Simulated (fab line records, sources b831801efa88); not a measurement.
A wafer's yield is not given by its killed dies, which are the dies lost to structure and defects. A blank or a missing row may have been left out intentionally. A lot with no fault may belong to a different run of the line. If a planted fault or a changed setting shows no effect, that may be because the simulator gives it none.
Which tool did it?    flow sky130    13 lots with 39 wafers sampled at 5 steps, on a route of 708 steps

== WHAT THE GAUGES SHOWED, per wafer ==
SKY_VIA2_CD_MEAS_12 targets a cd of 200 nm. Usual: cdNm at 200.2 nm, with a standard deviation of 1.6.
lot   measured      on        cdNm (nm)          flag
L314  day 36 21:34  cdSem-01  199.5 199.1 199.2  
L317  day 37 22:56  cdSem-02  199.5 198.1 198.2  
L319  day 38 08:55  cdSem-02  200.5 201.0 201.9  
L318  day 38 08:59  cdSem-01  201.5 201.2 201.5  
L320  day 38 16:28  cdSem-02  199.3 201.1 200.1  
L321  day 38 18:08  cdSem-01  198.1 200.2 200.1  
L322  day 38 21:52  cdSem-02  200.1 198.6 197.9  
L324  day 39 10:37  cdSem-02  203.1 202.7 202.0  
L323  day 39 13:52  cdSem-02  201.1 202.1 201.2  
L330  day 40 22:04  cdSem-01  198.0 197.7 196.4  
L333  day 41 19:14  cdSem-01  201.4 201.1 200.8  
L334  day 41 23:25  cdSem-02  199.4 196.8 198.0  
L335  day 42 12:41  cdSem-01  198.4 199.6 198.9  

SKY_VIA4_THK_MEAS_01. Usual: VIA4_HDPCVD_THK typically reads 1743 nm, with standard deviation 24.
lot   measured      on            VIA4_HDPCVD_THK (nm)  flag
L314  day 42 08:58  filmMetro-02  1759 1747 1719        
L317  day 43 07:32  filmMetro-01  1728 1742 1755        
L319  day 43 17:11  filmMetro-03  1691 1672 1741        
L318  day 43 15:47  filmMetro-02  1772 1739 1733        
L320  day 43 23:47  filmMetro-02  1725 1793 1720        
L321  day 44 01:41  filmMetro-03  1697 1745 1743        
L322  day 44 04:59  filmMetro-03  1715 1747 1733        
L324  day 44 15:40  filmMetro-01  1783 1703 1749        
L323  day 44 17:23  filmMetro-01  1726 1734 1790        
L330  day 45 22:50  filmMetro-01  1764 1749 1761        
L333  day 46 17:46  filmMetro-01  1088 1756 1076        OFF
L334  day 46 22:14  filmMetro-02  1750 1717 1069        OFF
L335  day 47 09:44  filmMetro-02  1764 1744 1748        

SKY_METAL5_THK_MEAS_06: measures by xrf. Usual: METAL5_ALCU_THK typically reads 1131 nm, with standard deviation 18.
lot   measured      on            METAL5_ALCU_THK (nm)  flag
L314  day 43 10:20  filmMetro-01  1147 1110 1117        
L317  day 44 07:20  filmMetro-03  1101 1131 1131        
L319  day 44 17:07  filmMetro-03  1141 1133 1117        
L318  day 44 16:00  filmMetro-03  1126 1161 1119        
L320  day 45 00:06  filmMetro-03  1115 1119 1096        
L321  day 45 02:14  filmMetro-01  1112 1147 1148        
L322  day 45 05:07  filmMetro-01  1160 1135 1131        
L324  day 45 15:11  filmMetro-04  1105 1132 1130        
L323  day 45 17:13  filmMetro-01  1138 1130 1152        
L330  day 46 22:22  filmMetro-04  1104 1117 1121        
L333  day 47 17:25  filmMetro-04  1127 1165 1169        
L334  day 47 20:47  filmMetro-04  1103 1118 1116        
L335  day 48 07:25  filmMetro-04  1141 1123 1126        

== EACH LOT AND THE TOOL THAT RAN IT (in order: tool; ch and the chambers of the sampled wafers; start) ==
lot   SKY_VIA3_SPUTTER_20          SKY_VIA4_HDPCVD_00
L314  pvdSputter-01, day 40 04:47  hdpcvd-02 ch 0,1, day 42 08:47
L317  pvdSputter-03, day 41 05:29  hdpcvd-02 ch 1,2, day 43 07:20
L319  pvdSputter-04, day 41 16:02  hdpcvd-02 ch 0,1, day 43 17:00
L318  pvdSputter-04, day 41 14:32  hdpcvd-01 ch 0,2, day 43 15:37
L320  pvdSputter-01, day 41 23:28  hdpcvd-02 ch 0,1, day 43 23:36
L321  pvdSputter-04, day 42 00:50  hdpcvd-02 ch 0,2, day 44 01:30
L322  pvdSputter-03, day 42 04:29  hdpcvd-01 ch 1,2, day 44 04:47
L324  pvdSputter-03, day 42 15:44  hdpcvd-02 ch 0,1,2, day 44 15:33
L323  pvdSputter-04, day 42 18:48  hdpcvd-01 ch 0,1,2, day 44 17:12
L330  pvdSputter-03, day 44 00:11  hdpcvd-02 ch 1,2, day 45 22:38
L333  pvdSputter-03, day 44 19:52  hdpcvd-01 ch 0,1, day 46 17:35
L334  pvdSputter-03, day 45 00:50  hdpcvd-01 ch 0,1, day 46 22:02
L335  pvdSputter-04, day 45 13:08  hdpcvd-02 ch 0,1,2, day 47 09:34
- SKY_VIA3_SPUTTER_20: material TiN, target thk 20 nm, time 80 s.
- SKY_VIA4_HDPCVD_00: deposits SiO2, target thk 1750 nm, time 291.7 s.

== AS READ BY THE TOOLS THEMSELVES (means over the sampled wafers that have a number; for cases with no such wafer, the mark the record gives instead) ==
SKY_VIA3_SPUTTER_20. Usual: throttleValvePct at 29.6 %, with a standard deviation of 0.82.
lot   tool           throttleValvePct (%)  flag
L314  pvdSputter-01  29.9                  
L317  pvdSputter-03  29.1                  
L319  pvdSputter-04  28.6                  
L318  pvdSputter-04  29.1                  
L320  pvdSputter-01  29.7                  
L321  pvdSputter-04  30.4                  
L322  pvdSputter-03  28.5                  
L324  pvdSputter-03  30.1                  
L323  pvdSputter-04  29.0                  
L330  pvdSputter-03  29.2                  
L333  pvdSputter-03  28.8                  
L334  pvdSputter-03  29.7                  
L335  pvdSputter-04  29.4                  

== THE ANSWER, worked out from the rows above alone ==
Rule: a lot is off if the mean of its wafers that have a number lies more than 3 standard deviations from the usual mean. A lot without any number at a reading at which 4 lots or more have one is off too. The other lots that the step has rows for count as sound. Order of review: gauges by route order, followed by the tools' own readings, for which a lot's mean as printed above is used. The first step at which some lot is off is used, and at that step the reading that is off furthest; a lot without a number counts as furthest.
Off: L333, L334, seen at SKY_VIA4_THK_MEAS_01 (VIA4_HDPCVD_THK).
If a tool, at a process step before that reading, ran all the lots that are off and no sound lot after the first of them, it fits. Gauges at SKY_VIA4_THK_MEAS_01: tried the same way as those tools. This does not decide it: 2 tools fit, namely pvdSputter-03 at SKY_VIA3_SPUTTER_20 and hdpcvd-01 at SKY_VIA4_HDPCVD_00.

== WHAT THE SIMULATOR HAD INSERTED ==
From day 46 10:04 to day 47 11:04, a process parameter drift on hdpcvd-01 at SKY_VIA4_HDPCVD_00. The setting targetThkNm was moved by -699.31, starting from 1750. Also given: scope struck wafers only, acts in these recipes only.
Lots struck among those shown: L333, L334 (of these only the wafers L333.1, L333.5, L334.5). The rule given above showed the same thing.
